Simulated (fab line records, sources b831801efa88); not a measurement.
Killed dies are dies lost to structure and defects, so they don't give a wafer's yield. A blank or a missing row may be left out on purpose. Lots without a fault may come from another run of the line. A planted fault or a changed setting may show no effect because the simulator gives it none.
fab line records | flow sky130
record lots=11 wafers=33 last_day=50
route steps=708 shown PWDE@53 CONTACT@423 METAL1@454 VIA1@460 PAD_OPEN@708
lots that met no fault: from a run of the same line without faults
start_h: hours from the record's first day to the start of the lot's first wafer shown | wait_h: hours since the lot's step before | " the same as in the row above | L1.1+2: a row that stands for several wafers | - no value, or no start given | * or withheld: withheld | < > ~ a bound
route shown NAME@n: a module of which the file shows steps, and the number in the route of the first | usual: mean/standard deviation of fault-free wafers | same: alike in all rows | chamber/n: place in a boat | sites: the reading at each site | _std_site: their standard deviation | _edge_site: outer sites' mean less inner sites' | radius_mm: how far each site lies from the wafer's centre | mask NAME#n: copy n | behind: the tool/chamber that last shaped the wafer | hold: why the lot was held/for how many hours/how that ended | device: the transistor (n, p or np) that didn't switch | end of line: the same wafers' tests at the end of the route | a step without rows: its recipe alone | killed: dies lost to structure and defects at the first sort, not the wafer's yield | map: a wafer's dies, x killed, . not, _ none there
set.NAME: the setting as run; set.NAME@STEP: as run at that earlier step | model.NAME: the simulator's own value behind a step, which no gauge read
steps of the route over a sample of lots; a table a step, a row a wafer
services: from which hour (start_h, from the record's first day; less than 0 if before it) a tool's chamber was out of use, for how many hours, and why
## steps
# step SKY_PWDE_IMPLANT_08
# recipe species=B energy_kev=150 dose_cm2=3.6e+12 tilt_deg=withheld
# usual dose_ions_cm2=3.6e+12/3.6e+09 faraday_current_uA=20.3/0.39
# columns lot.wafer tool chamber start_h wait_h dose_ions_cm2 faraday_current_uA
L113.2 implanter-02 0 68.37 0.0 3.6e+12 20.6
L113.4 " 0 " " 3.601e+12 20.3
L113.6 " 0 " " 3.6e+12 20.8
L114.1 implanter-02 0 74.65 0.0 3.601e+12 20.5
L114.2 " 0 " " 3.602e+12 20.0
L114.5 " 0 " " 3.598e+12 19.9
L116.2 implanter-02 0 85.07 0.0 3.605e+12 20.3
L116.3 " 0 " " 3.597e+12 21.2
L116.6 " 0 " " 3.598e+12 20.0
L118.1 implanter-04 0 96.12 0.0 3.6e+12 20.1
L118.2 " 0 " " 3.594e+12 20.5
L118.3 " 0 " " 3.597e+12 20.2
L119.3 implanter-04 0 103.52 0.1 3.595e+12 20.3
L119.4 " 0 " " 3.599e+12 20.1
L119.5 " 0 " " 3.598e+12 20.8
L120.3 implanter-02 0 112.19 0.1 3.602e+12 19.7
L120.5 " 0 " " 3.596e+12 20.4
L120.6 " 0 " " 3.609e+12 19.6
L130.1 implanter-02 0 167.85 0.0 1.52e+12 8.5
L130.5 " 0 " " 1.526e+12 8.3
L130.6 " 0 " " 1.532e+12 8.5
L132.1 implanter-04 0 175.90 0.0 3.602e+12 20.7
L132.2 " 0 " " 3.593e+12 20.4
L132.4 " 0 " " 3.599e+12 19.9
L133.2 implanter-02 0 180.02 0.0 1.533e+12 9.0
L133.4 " 0 " " 1.529e+12 8.6
L133.6 " 0 " " 1.53e+12 8.8
L134.3 implanter-01 0 184.39 0.1 3.596e+12 20.2
L134.4 " 0 " " 3.598e+12 20.5
L134.5 " 0 " " 3.6e+12 21.0
L136.1 implanter-04 0 205.09 0.0 3.6e+12 20.4
L136.3 " 0 " " 3.602e+12 20.3
L136.4 " 0 " " 3.601e+12 20.3
# step SKY_PWDE_TW_MEAS_10
# usual PWDE_TW=375/4.6
# columns lot.wafer tool chamber start_h wait_h hold PWDE_TW
L113.2 film_metro-03 - 68.60 0.1 - 380
L113.4 " - " " - 378
L113.6 " - " " - 378
L114.1 film_metro-03 - 74.90 0.1 - 377
L114.2 " - " " - 376
L114.5 " - " " - 378
L116.2 film_metro-02 - 85.30 0.1 - 377
L116.3 " - " " - 378
L116.6 " - " " - 377
L118.1 film_metro-03 - 96.37 0.1 - 381
L118.2 " - " " - 381
L118.3 " - " " - 378
L119.3 film_metro-02 - 103.74 0.1 - 374
L119.4 " - " " - 372
L119.5 " - " " - 375
L120.3 film_metro-02 - 112.41 0.1 - 376
L120.5 " - " " - 377
L120.6 " - " " - 376
L130.1 film_metro-01 - 168.10 0.1 await_dispo/0.2h/release 285
L130.5 " - " " await_dispo/0.2h/release 285
L130.6 " - " " await_dispo/0.2h/release 285
L130.1 film_metro-01 - 168.40 0.3 - 287
L130.5 " - " " - 283
L130.6 " - " " - 285
L132.1 film_metro-03 - 176.15 0.1 - 377
L132.2 " - " " - 379
L132.4 " - " " - 377
L133.2 film_metro-02 - 180.26 0.1 await_dispo/0.2h/release 288
L133.4 " - " " await_dispo/0.2h/release 287
L133.6 " - " " await_dispo/0.2h/release 288
L133.2 film_metro-02 - 180.48 0.2 - 288
L133.4 " - " " - 288
L133.6 " - " " - 288
L134.3 film_metro-01 - 184.61 0.1 - 370
L134.4 " - " " - 370
L134.5 " - " " - 369
L136.1 film_metro-01 - 205.34 0.1 - 368
L136.3 " - " " - 368
L136.4 " - " " - 365
# step SKY_NWELL_RS_MEAS_31
# recipe thk_meas_gauge=four-point-probe
# usual PWDE_RS=5274/19
# columns lot.wafer tool chamber start_h wait_h hold PWDE_RS[ohm/sq]
L113.2 film_metro-03 - 103.17 0.1 - 5297
L113.4 " - " " - 5300
L113.6 " - " " - 5293
L114.1 film_metro-02 - 110.26 0.1 - 5274
L114.2 " - " " - 5280
L114.5 " - " " - 5282
L116.2 film_metro-03 - 121.53 0.1 - 5241
L116.3 " - " " - 5245
L116.6 " - " " - 5239
L118.1 film_metro-02 - 132.30 0.1 - 5291
L118.2 " - " " - 5281
L118.3 " - " " - 5279
L119.3 film_metro-02 - 142.65 0.1 - 5282
L119.4 " - " " - 5271
L119.5 " - " " - 5282
L120.3 film_metro-01 - 152.21 0.1 - 5271
L120.5 " - " " - 5261
L120.6 " - " " - 5263
L130.1 film_metro-01 - 210.86 0.1 await_dispo/0.2h/release 10912
L130.5 " - " " await_dispo/0.2h/release 10975
L130.6 " - " " await_dispo/0.2h/release 10927
L130.1 film_metro-01 - 211.14 0.3 - 10933
L130.5 " - " " - 10972
L130.6 " - " " - 10935
L132.1 film_metro-03 - 219.65 0.1 - 5310
L132.2 " - " " - 5298
L132.4 " - " " - 5315
L133.2 film_metro-03 - 224.48 0.1 await_dispo/0.2h/release 10954
L133.4 " - " " await_dispo/0.2h/release 10965
L133.6 " - " " await_dispo/0.2h/release 10954
L133.2 film_metro-03 - 224.77 0.3 - 10945
L133.4 " - " " - 10993
L133.6 " - " " - 10986
L134.3 film_metro-03 - 229.65 0.1 - 5232
L134.4 " - " " - 5227
L134.5 " - " " - 5237
L136.1 film_metro-01 - 251.60 0.1 - 5279
L136.3 " - " " - 5294
L136.4 " - " " - 5279
# step SKY_CONTACT_ETCH_17
# recipe target=SiO2 chemistry=C4F8/O2/Ar stop_on=Si3N4 mask_material=KrF-thick source_w=1500 bias_w=1200 pressure_mtorr=40 c4f8_flow_sccm=withheld O2_flow_sccm=6 Ar_flow_sccm=300 time_s=withheld target_depth_a=3400
# usual oes_product_au=0.892/0.0046
# columns lot.wafer tool chamber start_h wait_h oes_product_au
L113.2 rie_diel-03 1 732.70 0.0 0.887
L113.4 " 3 " " 0.900
L113.6 " 1 " " 0.889
L114.1 rie_diel-02 2 742.96 0.0 0.893
L114.2 " 0 " " 0.886
L114.5 " 2 " " 0.894
L116.2 rie_diel-01 3 766.27 0.0 0.892
L116.3 " 2 " " 0.900
L116.6 " 0 " " 0.888
L118.1 rie_diel-01 3 777.05 0.0 0.897
L118.2 " 0 " " 0.892
L118.3 " 2 " " 0.887
L119.3 rie_diel-03 0 790.95 0.0 0.889
L119.4 " 2 " " 0.888
L119.5 " 3 " " 0.891
L120.3 rie_diel-02 2 795.96 0.0 0.889
L120.5 " 0 " " 0.898
L120.6 " 3 " " 0.899
L132.1 rie_diel-03 1 879.46 0.0 0.894
L132.2 " 0 " " 0.893
L132.4 " 2 " " 0.890
L134.3 rie_diel-01 0 896.82 0.0 0.895
L134.4 " 3 " " 0.895
L134.5 " 3 " " 0.889
L136.1 rie_diel-02 2 924.80 0.0 0.881
L136.3 " 3 " " 0.890
L136.4 " 1 " " 0.893
# step SKY_METAL1_STRIP_20
# recipe chemistry=O2/N2 power_w=1400 pressure_mtorr=1500 platen_temp_c=withheld o2_flow_sccm=3000 n2_flow_sccm=300 overash_fraction=0.5
# usual drypump_motor_current_A=5.8/0.43 oes_product_au=0.343/0.0051 strip_time_to_endpoint_s=2.70/0.055
# columns lot.wafer tool chamber start_h wait_h drypump_motor_current_A oes_product_au rf_hours_counter_h strip_time_to_endpoint_s
L113.2 plasma_asher-01 1 761.38 0.1 5.1 0.344 68 2.76
L113.4 " 0 " " 6.2 0.354 - 2.79
L113.6 " 0 " " 6.2 0.348 - 2.81
L114.1 plasma_asher-02 0 771.15 0.1 5.6 0.357 93 2.77
L114.2 " 1 " " 6.2 0.349 93 2.76
L114.5 " 1 " " 6.2 0.345 - 2.73
L116.2 plasma_asher-01 0 794.95 0.1 6.1 0.345 71 2.82
L116.3 " 0 " " 6.2 0.351 - 2.78
L116.6 " 1 " " 5.1 0.344 - 2.77
L118.1 plasma_asher-02 0 805.98 0.1 5.5 0.347 97 2.76
L118.2 " 1 " " 6.2 0.347 97 2.72
L118.3 " 0 " " 5.5 0.354 - 2.78
L119.3 plasma_asher-02 1 819.56 0.1 6.2 0.341 - 2.66
L119.4 " 0 " " 5.6 0.341 - 2.64
L119.5 " 0 " " 5.5 0.339 - 2.65
L120.3 plasma_asher-03 1 824.18 0.1 6.1 0.352 - 2.75
L120.5 " 1 " " 6.1 0.342 - 2.59
L120.6 " 0 " " 5.4 0.346 - 2.73
L132.1 plasma_asher-02 0 906.93 0.1 5.5 0.347 105 2.72
L132.2 " 1 " " 6.2 0.342 105 2.65
L132.4 " 1 " " 6.2 0.347 - 2.73
L134.3 plasma_asher-01 1 924.08 0.1 5.1 0.340 - 2.76
L134.4 " 0 " " 6.2 0.353 - 2.73
L134.5 " 1 " " 5.1 0.346 - 2.76
L136.1 plasma_asher-03 1 951.48 0.1 6.1 0.349 20 2.68
L136.3 " 0 " " 5.4 0.344 - 2.58
L136.4 " 1 " " 6.1 0.347 - 2.64
# step SKY_VIA1_CMP_02
# recipe material=SiO2 down_force_psi=4 platen_rpm=60 pad_velocity_m_s=0.94248
# usual edge_zone_pressure_frac=1.000/0.005 motor_current_A=12.0/1 slurry_filter_dp_kPa=13.49/0.14
# columns lot.wafer tool chamber start_h wait_h edge_zone_pressure_frac motor_current_A slurry_filter_dp_kPa
L113.2 cmp-01 2 762.19 0.0 0.996 13.1 13.23
L113.4 " 0 " " 0.992 11.3 13.85
L113.6 " 2 " " 1.005 12.1 13.75
L114.2 cmp-01 2 771.91 0.0 1.004 12.6 13.55
L114.1 " 1 " " 1.004 12.8 13.62
L114.5 " 3 " " 1.000 11.9 13.69
L116.3 cmp-02 0 795.72 0.0 1.000 13.4 13.60
L116.2 " 2 " " 0.995 10.8 13.38
L116.6 " 0 " " 1.002 13.6 13.39
L118.1 cmp-02 0 806.74 0.1 1.007 13.2 13.34
L118.2 " 2 " " 0.998 11.1 13.41
L118.3 " 3 " " 0.998 12.9 13.63
L119.3 cmp-02 1 820.40 0.1 0.999 10.2 13.30
L119.4 " 3 " " 1.000 13.4 13.41
L119.5 " 0 " " 0.998 13.5 13.53
L120.3 cmp-01 3 825.06 0.2 0.994 11.3 13.83
L120.5 " 0 " " 0.993 11.4 13.45
L120.6 " 1 " " 1.009 11.9 13.67
L132.1 cmp-01 0 907.74 0.1 0.998 11.7 13.77
L132.2 " 1 " " 1.008 12.5 13.43
L132.4 " 2 " " 0.999 12.0 13.48
L134.3 cmp-02 0 924.86 0.1 1.008 13.3 13.64
L134.4 " 2 " " 0.999 10.9 13.41
L134.5 " 0 " " 1.001 12.4 13.52
L136.4 cmp-01 0 952.24 0.0 0.997 11.2 13.65
L136.1 " 1 " " 1.004 12.7 13.69
L136.3 " 3 " " 0.999 11.5 13.91
# step SKY_PAD_OPEN_PROBE_99
# usual defect_limited_yield=82.5/1.8 killed_at_M0_to_M3=43/6.5 killed_at_M4_up=3/1.7 killed_at_contacts=25/5.1 killed_at_front_end=15/3.8 killed_at_other=0.2/0.45 killed_dies=86/8.8 killed_open=47/6.7 killed_short=39/6 sort_bin_3_pad_short=0.9/0.46 sort_bin_5_function=10.2/1.4 sort_bin_6_memory=6.4/1 sort_n_pass=406/8.8 sort_yield_pct=82.5/1.8
# same gross_dies=492 killed_at_back_side=0 sort_bin_4_leakage[%]=0 sort_bin_8_speed[%]=0
# columns lot.wafer tool chamber start_h wait_h defect_limited_yield[%] killed_at_M0_to_M3 killed_at_M4_up killed_at_contacts killed_at_front_end killed_at_other killed_dies killed_open killed_short sort_bin_3_pad_short[%] sort_bin_5_function[%] sort_bin_6_memory[%] sort_n_pass sort_yield_pct[%]
L134.3 prober-01 - 1191.17 0.2 82.5 42 6 23 15 0 86 44 42 0.8 10.4 6.3 406 82.5
L134.4 prober-01 - 1191.22 0.2 82.1 37 3 28 20 0 88 53 35 1.0 10.4 6.5 404 82.1
L134.5 prober-01 - 1191.27 0.2 85.6 36 2 28 5 0 71 41 30 1.0 7.7 5.7 421 85.6
# killed by level:class
L134.3 VIA1:geometric_particle:open=11 LI_CONTACT:geometric_particle:open=9 CONTACT:geometric_particle:open=7 VIA1:geometric_particle:short=6 FIELD_ISO:geometric_particle:short=5 VIA2:geometric_particle:open=5 METAL2:geometric_particle:short=5 METAL4:geometric_particle:short=4
L134.4 LI_CONTACT:geometric_particle:open=11 CONTACT:geometric_particle:open=8 VIA3:geometric_particle:open=8 POLY_GATE:geometric_particle:open=7 VIA2:geometric_particle:open=6 LI_CONTACT:geometric_particle:short=5 METAL1:geometric_particle:short=5 VIA1:geometric_particle:open=5
L134.5 VIA1:geometric_particle:open=11 LI_CONTACT:geometric_particle:open=9 CONTACT:geometric_particle:open=8 METAL1:geometric_particle:short=7 CONTACT:geometric_particle:short=6 METAL3:geometric_particle:short=5 LOCAL_INTERCONNECT:geometric_particle:short=3 VIA2:geometric_particle:open=3
## services
# columns tool chamber start_h hours kind
implanter-02 - 52.53 2.7 repair
cmp-01 - 64.00 4.0 pm
implanter-02 - 147.51 7.2 pm
cmp-01 - 163.21 2.9 repair
cmp-01 - 173.75 2.2 repair
implanter-02 - 200.20 6.6 repair
implanter-02 - 219.07 1.1 repair
implanter-02 - 232.06 0.7 repair
cmp-01 - 243.87 4.7 pm
implanter-02 - 281.35 2.6 repair
implanter-02 - 281.56 1.5 repair
cmp-01 - 292.43 1.1 repair
cmp-01 - 295.31 0.4 repair
cmp-01 - 310.88 26.1 repair
implanter-02 - 311.17 1.3 repair
implanter-02 - 353.10 2.1 repair
implanter-02 - 376.30 1.7 repair
implanter-02 - 397.41 2.3 repair
implanter-02 - 636.51 4.8 pm
implanter-02 - 783.59 8.7 repair
implanter-02 - 810.79 1.8 repair
implanter-02 - 835.71 0.7 repair
implanter-02 - 876.65 2.7 pm
implanter-02 - 950.42 1.3 repair
## key
first_sign step=SKY_PWDE_IMPLANT_08 reading=dose_ions_cm2 direction=down sigmas=99+ usual=* struck=*
effect step=SKY_PWDE_IMPLANT_08 reading=faraday_current_uA direction=down sigmas=30 usual=20.3 struck=8.6
effect step=SKY_PWDE_TW_MEAS_10 reading=visit direction=added
effect step=SKY_PWDE_TW_MEAS_10 reading=PWDE_TW direction=down sigmas=19 usual=375 struck=286
effect step=SKY_NWELL_RS_MEAS_31 reading=PWDE_RS direction=up sigmas=99+ usual=5274 struck=10948
met_at SKY_PWDE_IMPLANT_08
struck_lots L130,L133
scrapped_behind SKY_NWELL_RS_MEAS_31 L130.1,L130.5,L130.6,L133.2,L133.4,L133.6
not_acting_at SKY_CONTACT_ETCH_17,SKY_METAL1_STRIP_20,SKY_VIA1_CMP_02
onset_between 112.19 167.85
fault kind=process_parameter_drift tool=implanter-02 chamber=- onset_h=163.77 steps=SKY_PWDE_IMPLANT_08 channel=dose_cm2 offset=* shape=step end_h=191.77 acts_in=* stated=*
